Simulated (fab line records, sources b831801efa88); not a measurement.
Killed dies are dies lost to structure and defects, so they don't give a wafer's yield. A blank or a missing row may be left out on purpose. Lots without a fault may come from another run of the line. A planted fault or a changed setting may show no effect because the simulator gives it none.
One fault seen from 2 desks | flow gf180mcu | each desk has only its own numbers; what lay behind them comes last

THE METROLOGY DESK
What the gauges read, lot by lot, whatever tool the lot ran on: means of the sampled wafers that have a number. A lot is out of limits, marked OUT, if its mean lies more than 4 standard deviations from the usual mean; the brackets give that distance.
Columns: A = V5_W_THK at GF_V5_THK_MEAS_25, usual 349 nm; B = TOP_METAL_ALCU_RS at GF_TOP_METAL_RS_MEAS_05, usual 0.0329 ohm/sq; C = TOP_METAL_ALCU_THK at GF_TOP_METAL_THK_MEAS_06, usual 905 nm
lot  | first seen here | A   | B                | C
L974 | day 27 19:20    | 350 | 0.0331           | 898
L975 | day 28 07:03    | 347 | 0.0333           | 898
L978 | day 29 04:35    | 342 | 0.0331           | 898
L979 | day 29 11:14    | 351 | 0.0326           | 917
L980 | day 30 02:08    | 356 | 0.0331           | 904
L981 | day 30 17:53    | 349 | 0.0408 (+21) OUT | 774 (-12) OUT
L984 | day 31 03:10    | 345 | 0.0408 (+21) OUT | 782 (-11) OUT
L991 | day 32 16:52    | 345 | 0.0333           | 895
L992 | day 32 23:11    | 351 | 0.0331           | 895
L993 | day 33 05:52    | 347 | 0.0332           | 900
L994 | day 33 11:17    | 350 | 0.0332           | 898
This desk's finding: out of limits on L981, L984; first on L981, day 30 18:28 (TOP_METAL_ALCU_RS at GF_TOP_METAL_RS_MEAS_05). In limits: L974, L975, L978, L979, L980, L991, L992, L993, L994.

THE TOOL OWNER'S DESK: pvd_sputter-01
The tool's own readings at GF_TOP_METAL_SPUTTER_02 (material AlCu, target thk 900 nm, time 47.82 s): means of the sampled wafers that have a number, for each lot that ran on this tool. A lot is out of limits, marked OUT, if its mean lies more than 4 standard deviations from the usual mean; the brackets give that distance.
Columns: A = cathode_dc_power_W at GF_TOP_METAL_SPUTTER_02, usual 10600 W; B = throttle_valve_pct at GF_TOP_METAL_SPUTTER_02, usual 29.3 %
lot  | first seen here | A     | B
L974 | day 27 19:50    | 10601 | 29.6
L978 | day 29 05:04    | 10600 | 29.8
L979 | day 29 11:41    | 10601 | 28.6
L981 | day 30 18:22    | 10599 | 28.8
L984 | day 31 03:38    | 10598 | 28.3
This desk's finding: nothing out of limits on any of the 5 lots.

PUT TOGETHER
The metrology desk could have raised an alarm at day 30 18:28, on L981, L984.
The tool owner's desk saw nothing out of limits.
The tool owner's desk has L981, L984 on record, within its limits.
Of the lots named, all ran GF_TOP_METAL_SPUTTER_02 on pvd_sputter-01.

WHAT THE SIMULATOR HAD PUT IN
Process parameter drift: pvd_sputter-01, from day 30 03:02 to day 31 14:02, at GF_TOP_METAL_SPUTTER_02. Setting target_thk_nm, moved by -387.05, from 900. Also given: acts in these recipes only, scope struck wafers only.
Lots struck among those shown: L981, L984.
Hours from the fault's start to each desk's first reading out of limits: the metrology desk, 15.
